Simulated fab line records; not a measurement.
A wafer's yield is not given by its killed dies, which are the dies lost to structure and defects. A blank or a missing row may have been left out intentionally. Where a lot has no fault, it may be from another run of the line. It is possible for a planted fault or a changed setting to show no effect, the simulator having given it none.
Which tool was responsible? ; flow sky130 ; 13 lots with 39 wafers sampled at 5 steps, on a route of 708 steps

WHAT THE GAUGES READ, wafer by wafer
SKY_VT_ADJUST_LVTN_OVL_MEAS_18. Usual: for VT_ADJUST_LVTN_01_OVL the level is 1.3 nm and the standard deviation is 1.7.
lot;measured;on;VT_ADJUST_LVTN_01_OVL (nm);flag
L406;day 7 17:03;overlay-02;1.2 1.4 0.2;
L407;day 7 21:27;overlay-01;-1.6 -0.6 -1.7;
L408;day 8 01:14;overlay-01;0.9 -1.0 0.3;
L409;day 8 08:56;overlay-02;2.4 1.1 2.8;
L410;day 8 16:12;overlay-01;3.9 4.1 3.9;
L411;day 8 23:44;overlay-02;1.1 3.1 3.1;
L412;day 9 04:15;overlay-02;1.7 1.9 2.5;
L416;day 10 10:22;overlay-02;1.9 1.3 0.3;
L417;day 11 11:08;overlay-01;1.2 1.3 -1.5;
L419;day 12 07:11;overlay-02;-1.9 0.1 1.1;
L425;day 13 09:26;overlay-02;6.1 5.3 1.9;
L426;day 13 11:40;overlay-02;3.6 3.6 3.8;
L427;day 13 16:41;overlay-02;0.7 0.8 0.9;

SKY_VT_ADJUST_HVTR_OVL_MEAS_08. Usual: for VT_ADJUST_HVTR_OVL the level is -0.5 nm and the standard deviation is 1.3.
lot;measured;on;VT_ADJUST_HVTR_OVL (nm);flag
L406;day 9 11:28;overlay-01;0.2 0.7 2.0;
L407;day 9 15:27;overlay-02;-0.2 0.2 2.0;
L408;day 9 20:30;overlay-01;-2.9 -2.6 -2.9;
L409;day 10 04:39;overlay-01;-3.4 -2.2 -0.5;
L410;day 10 12:12;overlay-01;0.9 0.6 0.1;
L411;day 10 21:25;overlay-02;-0.6 -0.8 -1.1;
L412;day 11 02:19;overlay-02;-1.8 -0.2 -1.0;
L416;day 12 11:37;overlay-02;-1.8 0.5 -1.4;
L417;day 13 13:16;overlay-02;-0.9 -0.7 -0.3;
L419;day 14 10:40;overlay-01;-0.1 0.2 -1.4;
L425;day 15 15:22;overlay-02;1.7 1.9 2.7;
L426;day 15 17:32;overlay-02;0.2 -1.3 1.0;
L427;day 15 23:07;overlay-01;0.6 -0.1 0.7;

SKY_SD_N_OVL_MEAS_08. Usual: for SD_N_OVL the level is -0.5 nm and the standard deviation is 1.5.
lot;measured;on;SD_N_OVL (nm);flag
L406;day 28 01:10;overlay-01;-2.3 -1.8 -2.6;
L407;day 28 02:46;overlay-01;0.5 1.5 0.8;
L408;day 28 12:07;overlay-02;0.0 0.5 2.3;
L409;day 28 17:16;overlay-02;-1.9 -0.3 -0.6;
L410;day 29 03:02;overlay-02;-1.1 -1.8 -2.0;
L411;day 29 09:28;overlay-01;1.2 1.4 1.1;
L412;day 29 19:19;overlay-01;-0.7 0.2 -1.3;
L416;day 31 08:29;overlay-02;-1.0 -1.2 -1.1;
L417;day 32 15:13;overlay-01;-1.4 -3.0 -1.9;
L419;day 33 11:40;overlay-02;-3.4 -0.9 -3.1;
L425;day 34 12:22;overlay-02;-1.4 0.5 -0.3;
L426;day 34 14:05;overlay-02;1.0 -0.1 0.6;
L427;day 34 17:43;overlay-01;0.3 -0.4 0.7;

WHAT TOOL EACH LOT RAN ON (gives the tool, then ch and the chambers of the sampled wafers, and finally the start)
lot;SKY_POLY_CUT_COAT_03;SKY_POLY_CUT_STRIP_12
L406;litho_track-04 ch 0, day 23 16:00;plasma_asher-02 ch 0,1, day 24 08:38
L407;litho_track-02 ch 0, day 23 19:00;plasma_asher-04 ch 0,1, day 24 10:43
L408;litho_track-03 ch 0, day 24 05:00;plasma_asher-04 ch 0,1, day 24 20:32
L409;litho_track-03 ch 0, day 24 12:00;plasma_asher-04 ch 0,1, day 25 03:05
L410;litho_track-03 ch 0, day 24 20:00;plasma_asher-02 ch 0,1, day 25 11:16
L411;litho_track-04 ch 0, day 25 04:00;plasma_asher-01 ch 0, day 25 19:08
L412;litho_track-02 ch 0, day 25 13:00;plasma_asher-04 ch 0,1, day 26 04:35
L416;litho_track-02 ch 0, day 27 05:00;plasma_asher-01 ch 0,1, day 27 20:19
L417;litho_track-04 ch 0, day 28 13:00;plasma_asher-01 ch 0, day 29 03:44
L419;litho_track-04 ch 0, day 29 10:00;plasma_asher-01 ch 0,1, day 30 00:10
L425;litho_track-02 ch 0, day 30 12:00;plasma_asher-02 ch 0,1, day 31 02:59
L426;litho_track-03 ch 0, day 30 15:00;plasma_asher-02 ch 0,1, day 31 05:13
L427;litho_track-03 ch 0, day 30 17:00;plasma_asher-04 ch 0,1, day 31 08:17
- SKY_POLY_CUT_COAT_03: resist thk 450 nm.
- SKY_POLY_CUT_STRIP_12: strips in O2/N2.

AS READ BY THE TOOLS THEMSELVES (means over the sampled wafers that have a number; for cases with no such wafer, the mark the record gives instead)
SKY_POLY_CUT_STRIP_12. Usual: drypump_motor_current_A 5.36 A, standard deviation 0.21; oes_product_au 0.452 a.u., standard deviation 0.0045; strip_time_to_endpoint_s 5.343 s, standard deviation 0.015.
lot;tool;drypump_motor_current_A (A);oes_product_au (a.u.);strip_time_to_endpoint_s (s);flag
L406;plasma_asher-02;5.59;0.448;5.332;
L407;plasma_asher-04;5.23;0.456;5.356;
L408;plasma_asher-04;5.19;0.451;5.338;
L409;plasma_asher-04;5.11;0.449;5.346;
L410;plasma_asher-02;5.56;0.451;5.337;
L411;plasma_asher-01;5.43;0.455;5.328;
L412;plasma_asher-04;5.20;0.451;5.351;
L416;plasma_asher-01;5.45;0.453;5.358;
L417;plasma_asher-01;5.46;0.427;4.818;OFF
L419;plasma_asher-01;5.46;0.434;4.835;OFF
L425;plasma_asher-02;5.55;0.458;5.340;
L426;plasma_asher-02;5.59;0.449;5.341;
L427;plasma_asher-04;5.23;0.446;5.334;

THE ANSWER, worked out from the rows above alone
Rule: a lot is off if the mean of its wafers that have a number lies more than 3 standard deviations from the usual mean. A lot without any number at a reading at which 4 lots or more have one is off too. Any other lot the step has rows for is counted as sound. After the gauges, taken in route order, come the tools' own readings; for these a lot's mean is taken, as printed above. The first step at which some lot is off is used, and at that step the reading that is off furthest; a lot without a number counts as furthest.
Off, at SKY_POLY_CUT_STRIP_12 on strip_time_to_endpoint_s: L417, L419.
If a tool, at that step or one of the process steps before it, ran each lot that is off and ran no sound lot following the first of them, it fits. This does not decide it: 2 tools fit, namely litho_track-04 at SKY_POLY_CUT_COAT_03 and plasma_asher-01 at SKY_POLY_CUT_STRIP_12.

WHAT THE SIMULATOR PUT IN
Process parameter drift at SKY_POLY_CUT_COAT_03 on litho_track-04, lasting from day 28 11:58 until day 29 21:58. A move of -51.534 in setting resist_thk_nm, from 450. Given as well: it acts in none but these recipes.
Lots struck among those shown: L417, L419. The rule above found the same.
